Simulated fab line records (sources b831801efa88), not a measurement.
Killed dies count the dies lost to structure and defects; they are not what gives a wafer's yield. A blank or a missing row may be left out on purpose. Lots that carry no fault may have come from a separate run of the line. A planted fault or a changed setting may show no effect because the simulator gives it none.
fab line records    flow sky130
record: lots: 12  wafers: 36  lastDay: 50
route steps=708 shown SONOS_ONO@185 GATE_OXIDE@189 POLY_GATE@228 SD_N@348
lots untouched by any fault: they come from a run of this same line in which no faults occurred
startH: hours from the record's opening day to when the first of the lot's shown wafers began    waitH: hours from the lot's prior step to this one    " unchanged from the row above    L1.1+2: one row covering several wafers at once    - no value present, or no start provided    * or withheld: withheld    < > ~ a bound
route shown NAME@n: NAME is a module with steps in the file, n the number in the route of the first one    usual: the fault-free wafers' mean and standard deviation    same: alike in all rows    chamber/n: place in a boat    sites: the reading at each site    _std_site: the values' standard deviation    _edge_site: mean of outer sites minus mean of inner sites    radiusMm: how far each site lies from the wafer's centre    mask NAME#n: copy n    behind: tool/chamber where the wafer was last shaped    hold: why the lot was held/for how many hours/how that ended    device: transistor that didn't switch, given as n, p or np    end of line: at the end of the route, the tests of the same wafers    a step without rows: its recipe alone    killed: the dies lost at the first sort to structure and to defects; this is not the yield of the wafer    map: per-die view of a wafer (x killed, . not killed, _ where there is no die)
set.NAME: the run value of the setting; set.NAME@STEP: its run value at that earlier step    model.NAME: the simulator's own value behind a step, which no gauge read
steps of the route over a sample of lots; a table a step, a row a wafer
services: from which hour (startH, from the record's first day; less than 0 if before it) a tool's chamber was out of use, for how many hours, and why
== steps ==
step: SKY_SONOS_ONO_STRIP_17
recipe: chemistry: O2/N2  powerW: 1400  pressureMtorr: 1500  platenTempC: withheld  o2FlowSccm: 3000  n2FlowSccm: 300  overashFraction: 0.5
usual: drypumpMotorCurrentA: 5.6/0.41  oesProductAu: 0.710/0.0047  stripTimeToEndpointS: 14.09/0.038
lot.wafer  tool            chamber  startH  waitH  drypumpMotorCurrentA  oesProductAu  rfHoursCounterH  stripTimeToEndpointS
L135.2     plasmaAsher-03  0        276.17  0.0    6.1                   0.702         17               14.09
L135.4     "               1        "       "      5.4                   0.720         -                14.04
L135.5     "               0        "       "      6.1                   0.710         -                14.03
L136.1     plasmaAsher-04  1        283.12  0.0    5.0                   0.702         55               14.12
L136.4     "               1        "       "      5.0                   0.705         -                14.14
L136.5     "               1        "       "      5.0                   0.707         -                14.13
L137.3     plasmaAsher-04  0        293.30  0.0    5.6                   0.702         -                14.08
L137.4     "               1        "       "      5.0                   0.715         -                14.14
L137.6     "               0        "       "      5.6                   0.710         -                14.16
L146.2     plasmaAsher-03  1        371.07  0.0    5.4                   0.712         26               14.19
L146.4     "               0        "       "      6.1                   0.706         -                14.17
L146.5     "               0        "       "      6.1                   0.712         -                14.20
L149.1     plasmaAsher-01  1        392.92  0.0    6.0                   0.715         71               14.15
L149.4     "               1        "       "      6.1                   0.711         -                14.10
L149.5     "               1        "       "      6.0                   0.717         -                14.05
L152.1     plasmaAsher-01  1        417.95  0.0    6.1                   0.708         74               14.10
L152.5     "               0        "       "      5.2                   0.715         -                14.12
L152.6     "               1        "       "      6.1                   0.707         -                14.07
L153.3     plasmaAsher-03  0        427.33  0.0    6.1                   0.708         -                14.12
L153.5     "               0        "       "      6.1                   0.703         -                14.13
L153.6     "               1        "       "      5.4                   0.702         -                14.11
L154.2     plasmaAsher-03  0        439.00  0.0    6.1                   0.716         33               14.14
L154.3     "               0        "       "      6.1                   0.704         -                14.12
L154.5     "               0        "       "      6.1                   0.708         -                14.12
L155.1     plasmaAsher-03  0        447.43  0.0    6.1                   0.709         34               14.00
L155.3     "               0        "       "      6.1                   0.712         -                14.01
L155.6     "               0        "       "      6.1                   0.715         -                14.05
L156.1     plasmaAsher-03  1        464.71  0.0    5.3                   0.714         36               14.07
L156.4     "               1        "       "      5.4                   0.706         -                14.07
L156.5     "               0        "       "      6.1                   0.717         -                14.12
L157.3     plasmaAsher-01  1        464.85  0.0    6.1                   0.706         -                14.12
L157.5     "               0        "       "      5.2                   0.717         -                14.12
L157.6     "               1        "       "      6.1                   0.707         -                14.15
L158.1     plasmaAsher-03  0        478.31  0.0    6.1                   0.711         37               14.05
L158.3     "               0        "       "      6.1                   0.708         -                14.06
L158.5     "               0        "       "      6.1                   0.715         -                14.08
step: SKY_GATE_OXIDE_THK_MEAS_02
recipe: reads: SiO2_of_GATE_OXIDE_OXIDATION_01
usual: GATE_OXIDE_OXIDATION_00_THK: 10.34/0.18
lot.wafer  tool          chamber  startH  waitH  GATE_OXIDE_OXIDATION_00_THK[nm]
L135.2     filmMetro-04  -        278.06  0.0    10.04
L135.4     "             -        "       "      9.99
L135.5     "             -        "       "      10.21
L136.1     filmMetro-01  -        284.73  0.0    10.35
L136.4     "             -        "       "      10.15
L136.5     "             -        "       "      10.23
L137.3     filmMetro-04  -        294.90  0.0    10.57
L137.4     "             -        "       "      10.71
L137.6     "             -        "       "      10.58
L146.2     filmMetro-04  -        374.52  0.0    10.23
L146.4     "             -        "       "      10.33
L146.5     "             -        "       "      10.35
L149.1     filmMetro-01  -        395.85  0.0    10.61
L149.4     "             -        "       "      10.73
L149.5     "             -        "       "      10.73
L152.1     filmMetro-04  -        427.26  0.0    10.38
L152.5     "             -        "       "      10.30
L152.6     "             -        "       "      10.26
L153.3     filmMetro-01  -        432.37  0.0    10.28
L153.5     "             -        "       "      10.10
L153.6     "             -        "       "      10.18
L154.2     filmMetro-01  -        441.62  0.0    10.50
L154.3     "             -        "       "      10.48
L154.5     "             -        "       "      10.57
L155.1     filmMetro-01  -        449.47  0.0    10.22
L155.3     "             -        "       "      10.45
L155.6     "             -        "       "      10.58
L156.1     filmMetro-01  -        466.70  0.0    10.17
L156.4     "             -        "       "      10.44
L156.5     "             -        "       "      10.37
L157.3     filmMetro-04  -        466.72  0.0    9.98
L157.5     "             -        "       "      10.08
L157.6     "             -        "       "      10.21
L158.1     filmMetro-04  -        479.98  0.0    10.35
L158.3     "             -        "       "      10.26
L158.5     "             -        "       "      10.18
step: SKY_POLY_GATE_OVL_MEAS_14
usual: POLY_GATE_OVL: 0/5.4
lot.wafer  tool        chamber  startH  waitH  POLY_GATE_OVL[nm]
L135.2     overlay-02  -        363.98  0.1    14
L135.4     "           -        "       "      8
L135.5     "           -        "       "      9
L136.1     overlay-02  -        371.01  0.1    4
L136.4     "           -        "       "      -1
L136.5     "           -        "       "      0
L137.3     overlay-01  -        390.14  0.1    1
L137.4     "           -        "       "      0
L137.6     "           -        "       "      -6
L146.2     overlay-02  -        471.74  0.1    5
L146.4     "           -        "       "      2
L146.5     "           -        "       "      7
L149.1     overlay-02  -        497.78  0.1    2
L149.4     "           -        "       "      0
L149.5     "           -        "       "      8
L152.1     overlay-01  -        522.68  0.1    2
L152.5     "           -        "       "      -1
L152.6     "           -        "       "      5
L153.3     overlay-01  -        528.32  0.1    3
L153.5     "           -        "       "      5
L153.6     "           -        "       "      1
L154.2     overlay-01  -        539.44  0.1    2
L154.3     "           -        "       "      -3
L154.5     "           -        "       "      4
L155.1     overlay-01  -        545.80  0.1    -4
L155.3     "           -        "       "      -4
L155.6     "           -        "       "      0
L156.1     overlay-01  -        563.98  0.1    -1
L156.4     "           -        "       "      -6
L156.5     "           -        "       "      -7
L157.3     overlay-01  -        566.09  0.1    3
L157.5     "           -        "       "      -4
L157.6     "           -        "       "      -5
L158.1     overlay-01  -        575.59  0.1    -6
L158.3     "           -        "       "      -2
L158.5     "           -        "       "      4
step: SKY_SD_N_DEVELOP_06
recipe: resist: NOVOLAK  developer: TMAH  developTimeS: 60  devTempC: 23
usual: developerTempC: 23.01/0.095  exhaustPa: 44.9/0.86
lot.wafer  tool           chamber  startH  waitH  developerTempC  exhaustPa
L135.2     lithoTrack-04  0        638.99  0.1    22.99           46.2
L135.4     "              0        "       "      23.15           45.1
L135.5     "              0        "       "      22.96           46.6
L136.1     lithoTrack-01  0        647.84  0.1    23.00           45.3
L136.4     "              0        "       "      23.07           46.1
L136.5     "              0        "       "      22.93           44.3
L137.3     lithoTrack-03  0        666.25  0.1    22.99           42.9
L137.4     "              0        "       "      22.95           45.7
L137.6     "              0        "       "      22.97           45.2
L146.2     lithoTrack-03  0        740.63  0.1    22.92           46.4
L146.4     "              0        "       "      23.09           45.8
L146.5     "              0        "       "      22.93           45.1
L149.1     lithoTrack-03  0        764.25  0.1    23.15           45.6
L149.4     "              0        "       "      23.09           43.6
L149.5     "              0        "       "      23.13           44.2
L152.1     lithoTrack-01  0        783.54  0.1    23.22           44.4
L152.5     "              0        "       "      23.23           46.5
L152.6     "              0        "       "      23.12           45.1
L153.3     lithoTrack-04  0        789.11  0.1    22.99           44.0
L153.5     "              0        "       "      22.87           43.9
L153.6     "              0        "       "      23.00           44.8
L154.2     lithoTrack-01  0        798.16  0.1    22.92           45.4
L154.3     "              0        "       "      23.10           45.3
L154.5     "              0        "       "      22.96           45.9
L155.1     lithoTrack-01  0        802.59  0.1    22.97           46.4
L155.3     "              0        "       "      23.13           45.6
L155.6     "              0        "       "      23.04           45.4
L156.1     lithoTrack-04  0        821.26  0.1    23.03           44.7
L156.4     "              0        "       "      23.06           43.9
L156.5     "              0        "       "      23.04           43.8
L157.3     lithoTrack-01  0        823.19  0.1    22.99           43.1
L157.5     "              0        "       "      23.00           45.9
L157.6     "              0        "       "      22.98           43.6
L158.1     lithoTrack-03  0        828.95  0.1    23.07           44.5
L158.3     "              0        "       "      22.81           44.8
L158.5     "              0        "       "      22.98           44.7
step: SKY_SD_N_CD_MEAS_07
recipe: targetCdNm: 380
usual: cdNm: 379.8/2.8
lot.wafer  tool      chamber  startH  waitH  cdNm
L135.2     cdSem-02  -        639.13  0.1    378.3
L135.4     "         -        "       "      378.4
L135.5     "         -        "       "      379.4
L136.1     cdSem-01  -        647.99  0.1    383.6
L136.4     "         -        "       "      382.0
L136.5     "         -        "       "      378.8
L137.3     cdSem-02  -        666.39  0.1    376.0
L137.4     "         -        "       "      374.1
L137.6     "         -        "       "      374.4
L146.2     cdSem-02  -        740.77  0.1    377.6
L146.4     "         -        "       "      389.9
L146.5     "         -        "       "      378.9
L149.1     cdSem-01  -        764.40  0.1    396.9
L149.4     "         -        "       "      391.0
L149.5     "         -        "       "      380.1
L152.1     cdSem-01  -        783.69  0.1    378.8
L152.5     "         -        "       "      380.9
L152.6     "         -        "       "      380.2
L153.3     cdSem-01  -        789.25  0.1    379.2
L153.5     "         -        "       "      378.9
L153.6     "         -        "       "      380.8
L154.2     cdSem-02  -        798.31  0.1    379.9
L154.3     "         -        "       "      378.5
L154.5     "         -        "       "      378.3
L155.1     cdSem-02  -        802.74  0.1    377.4
L155.3     "         -        "       "      379.1
L155.6     "         -        "       "      376.7
L156.1     cdSem-02  -        821.41  0.1    382.3
L156.4     "         -        "       "      382.4
L156.5     "         -        "       "      382.3
L157.3     cdSem-02  -        823.33  0.1    383.0
L157.5     "         -        "       "      382.2
L157.6     "         -        "       "      382.4
L158.1     cdSem-02  -        829.10  0.1    384.7
L158.3     "         -        "       "      381.7
L158.5     "         -        "       "      382.7
== services ==
tool            chamber  startH  hours  kind
plasmaAsher-01  -        295.00  0.5    repair
plasmaAsher-03  -        299.97  2.6    repair
plasmaAsher-03  -        302.06  1.9    repair
plasmaAsher-01  -        332.11  3.9    repair
lithoTrack-04   -        345.87  -      consumableReplace:filter
plasmaAsher-01  -        368.96  1.6    repair
plasmaAsher-01  -        419.55  4.3    pm
plasmaAsher-01  -        423.88  9.0    pm
plasmaAsher-01  0        423.88  9.0    ventCycle
plasmaAsher-01  1        423.88  9.0    ventCycle
lithoTrack-01   -        429.47  -      consumableReplace:filter
plasmaAsher-01  0        432.88  -      clean
plasmaAsher-01  1        432.88  -      clean
plasmaAsher-03  -        467.94  1.4    repair
plasmaAsher-01  -        492.53  3.1    repair
plasmaAsher-03  -        533.04  2.8    pm
plasmaAsher-04  -        568.68  2.8    pm
lithoTrack-04   -        573.09  -      consumableReplace:filter
lithoTrack-04   -        590.76  -      consumableReplace:filter
plasmaAsher-03  -        602.21  28.1   pm
plasmaAsher-04  -        642.87  14.6   pm
plasmaAsher-04  -        733.75  9.0    pm
plasmaAsher-01  -        782.57  7.4    repair
plasmaAsher-03  -        819.67  14.9   repair
== key ==
firstSign: step: SKY_SD_N_CD_MEAS_07  reading: cdNm  direction: up  sigmas: 4.6  usual: 379.8  struck: 392.6
effect none on later readings
metAt SKY_SD_N_DEVELOP_06
struckLots L146,L149
struckWafers L146.4,L149.1,L149.4
testerLeftOut L146,L149
notActingAt SKY_SONOS_ONO_STRIP_17,SKY_GATE_OXIDE_THK_MEAS_02,SKY_POLY_GATE_OVL_MEAS_14
onsetBetween 666.25 740.63
fault: kind: processParameterDrift  tool: lithoTrack-03  chamber: -  onsetH: 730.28  steps: SKY_SD_N_DEVELOP_06  channel: developTimeS  offset: *  shape: step  endH: 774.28  scope: struckWafersOnly  actsIn: *  stated: *
testerLeftOut: of these lots the tester's yield and bins aren't shown, on N5 and GAA mostly nor the transistor test; their killed dies are dies lost to structure and defects alone, not to doping, threshold or leakage, so they don't give the yield
